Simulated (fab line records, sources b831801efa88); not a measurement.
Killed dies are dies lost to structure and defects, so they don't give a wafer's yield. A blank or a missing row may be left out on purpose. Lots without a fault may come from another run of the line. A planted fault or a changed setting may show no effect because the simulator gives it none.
Which tool did it? | flow gf180mcu | 14 lots, 42 wafers sampled, at 2 steps of a route of 602

WHAT THE GAUGES READ, wafer by wafer
GF_LVPWELL_OVL_MEAS_07. Usual: LVPWELL_OVL 0.5 nm, standard deviation 1.6.
lot  | measured    | on         | LVPWELL_OVL (nm) | flag
L454 | day 3 20:36 | overlay-01 | 1.8 -0.1 0.6     |
L455 | day 4 02:17 | overlay-01 | 2.9 4.4 2.5      |
L456 | day 4 06:44 | overlay-02 | -3.1 0.4 -0.3    |
L458 | day 4 18:42 | overlay-01 | 0.9 0.5 0.7      |
L461 | day 5 13:44 | overlay-01 | 0.4 -0.3 -0.1    |
L462 | day 5 16:50 | overlay-01 | -0.7 0.3 0.4     |
L465 | day 6 11:47 | overlay-02 | -3.3 -2.3 -0.8   |
L466 | day 6 16:13 | overlay-01 | -1.8 0.2 -0.4    |
L467 | day 6 21:29 | overlay-01 | 2.7 3.4 2.5      |
L471 | day 7 20:14 | overlay-01 | 1.1 -2.3 0.8     |
L472 | day 8 01:47 | overlay-02 | -0.9 -0.1 -1.3   |
L475 | day 8 19:13 | overlay-01 | 3.7 2.4 3.9      |
L476 | day 9 00:36 | overlay-01 | 0.3 3.0 0.2      |
L477 | day 9 11:25 | overlay-01 | 2.4 2.6 0.8      |

GF_VT_IMPLANT_TW_MEAS_10. Usual: VT_IMPLANT_TW 560, standard deviation 7.1.
lot  | measured     | on            | VT_IMPLANT_TW | flag
L454 | day 5 15:25  | film_metro-04 | 573 570 569   |
L455 | day 5 21:40  | film_metro-03 | 554 553 554   |
L456 | day 6 02:49  | film_metro-04 | 562 563 560   |
L458 | day 6 16:41  | film_metro-03 | 553 556 555   |
L461 | day 7 11:25  | film_metro-04 | 568 569 567   |
L462 | day 7 15:34  | film_metro-03 | 555 555 555   |
L465 | day 8 11:31  | film_metro-04 | 571 567 571   |
L466 | day 8 17:43  | film_metro-03 | 554 552 554   |
L467 | day 8 23:14  | film_metro-03 | 550 553 554   |
L471 | day 9 23:29  | film_metro-03 | 551 553 554   |
L472 | day 10 04:12 | film_metro-01 | 558 561 555   |
L475 | day 11 01:16 | film_metro-01 | 564 561 558   |
L476 | day 11 07:23 | film_metro-01 | 561 561 558   |
L477 | day 11 18:40 | film_metro-03 | 553 557 558   |

WHICH TOOL RAN EACH LOT (tool, then ch and the chambers of the sampled wafers, then the start)
The record holds no process step before these readings.

WHAT THE TOOLS THEMSELVES READ (means of the sampled wafers that have a number; where no wafer has one, the mark that the record gives instead)
The record holds no such reading with a usual standard deviation.

THE ANSWER, worked out from the rows above alone
Rule: a lot is off if the mean of its wafers that have a number lies more than 3 standard deviations from the usual mean. A lot without any number at a reading at which 4 lots or more have one is off too. The other lots that the step has rows for count as sound. The gauges are gone through in route order, then the tools' own readings, and for those a lot's mean is taken as printed above. The first step at which some lot is off is used, and at that step the reading that is off furthest; a lot without a number counts as furthest.
No lot is off at any reading shown: from this, nothing can be told.

WHAT THE SIMULATOR HAD PUT IN
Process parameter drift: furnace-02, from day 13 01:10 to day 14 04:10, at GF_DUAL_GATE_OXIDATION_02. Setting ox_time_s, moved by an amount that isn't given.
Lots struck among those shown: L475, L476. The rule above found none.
